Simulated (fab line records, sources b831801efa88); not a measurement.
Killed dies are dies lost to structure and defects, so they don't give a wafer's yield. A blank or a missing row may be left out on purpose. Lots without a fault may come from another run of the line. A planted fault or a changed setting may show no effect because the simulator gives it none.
One fault seen from 2 desks | flow sky130 | each desk has only its own numbers; what lay behind them comes last

THE METROLOGY DESK
What the gauges read, lot by lot, whatever tool the lot ran on: means of the sampled wafers that have a number. A lot is out of limits, marked OUT, if its mean lies more than 4 standard deviations from the usual mean; the brackets give that distance.
Columns: A = GATE_OXIDE_OXIDATION_00_THK at SKY_GATE_OXIDE_THK_MEAS_02, usual 10.27 nm; B = POLY_GATE_CVD_03_THK at SKY_POLY_GATE_THK_MEAS_04, usual 75.4 nm; C = LDD_N_TW at SKY_LDD_N_TW_MEAS_17, usual 2583
lot  | first seen here | A     | B    | C
L421 | day 13 10:26    | 10.05 | 76.0 | 2609
L424 | day 14 11:31    | 10.18 | 74.2 | 2539
L425 | day 14 18:45    | 10.36 | 75.0 | 2538
L428 | day 15 21:19    | 9.99  | 76.0 | 2589
L430 | day 16 14:08    | 10.77 | 75.7 | 2537
L434 | day 17 19:55    | 10.35 | 75.1 | 2905 (+10) OUT
L435 | day 18 08:04    | 10.28 | 75.9 | 2906 (+10) OUT
L436 | day 18 12:39    | 10.63 | 75.3 | 2612
L440 | day 19 23:53    | 10.38 | 75.2 | 2597
L441 | day 20 09:10    | 10.39 | 74.6 | 2603
L442 | day 21 20:14    | 10.36 | 76.2 | 2599
This desk's finding: out of limits on L434, L435; first on L434, day 23 09:19 (LDD_N_TW at SKY_LDD_N_TW_MEAS_17). In limits: L421, L424, L425, L428, L430, L436, L440, L441, L442.

THE TOOL OWNER'S DESK: implanter-04
The tool's own readings at SKY_LDD_N_IMPLANT_10: means of the sampled wafers that have a number, for each lot that ran on this tool. A lot is out of limits, marked OUT, if its mean lies more than 4 standard deviations from the usual mean; the brackets give that distance.
Columns: A = beam_on_s at SKY_LDD_N_IMPLANT_10, usual 10.00 s; B = dose_ions_cm2 at SKY_LDD_N_IMPLANT_10, usual 7.5e+13; C = faraday_current_uA at SKY_LDD_N_IMPLANT_10, usual 423
lot  | first seen here | A                       | B                         | C
L425 | day 19 22:56    | 9.92                    | 7.5e+13                   | 427
L428 | day 21 06:58    | 9.86                    | 7.5e+13                   | 429
L434 | day 23 08:19    | 43.54 (+99 or more) OUT | 4.2e+14 (+99 or more) OUT | 547 (+14) OUT
L435 | day 23 16:14    | 43.78 (+99 or more) OUT | 4.2e+14 (+99 or more) OUT | 545 (+14) OUT
This desk's finding: out of limits on L434, L435; first on L434, day 23 08:19 (beam_on_s at SKY_LDD_N_IMPLANT_10). In limits: L425, L428.

PUT TOGETHER
The tool owner's desk could have raised an alarm at day 23 08:19, on L434, L435.
The metrology desk could have raised an alarm at day 23 09:19, on L434, L435.
Of the lots named, all ran SKY_LDD_N_IMPLANT_10 on implanter-04.

WHAT THE SIMULATOR HAD PUT IN
Process parameter drift: implanter-04, from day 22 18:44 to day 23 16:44, at SKY_LDD_N_IMPLANT_10. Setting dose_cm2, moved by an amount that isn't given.
Lots struck among those shown: L434, L435.
Hours from the fault's start to each desk's first reading out of limits: the tool owner's desk, 14; the metrology desk, 15.
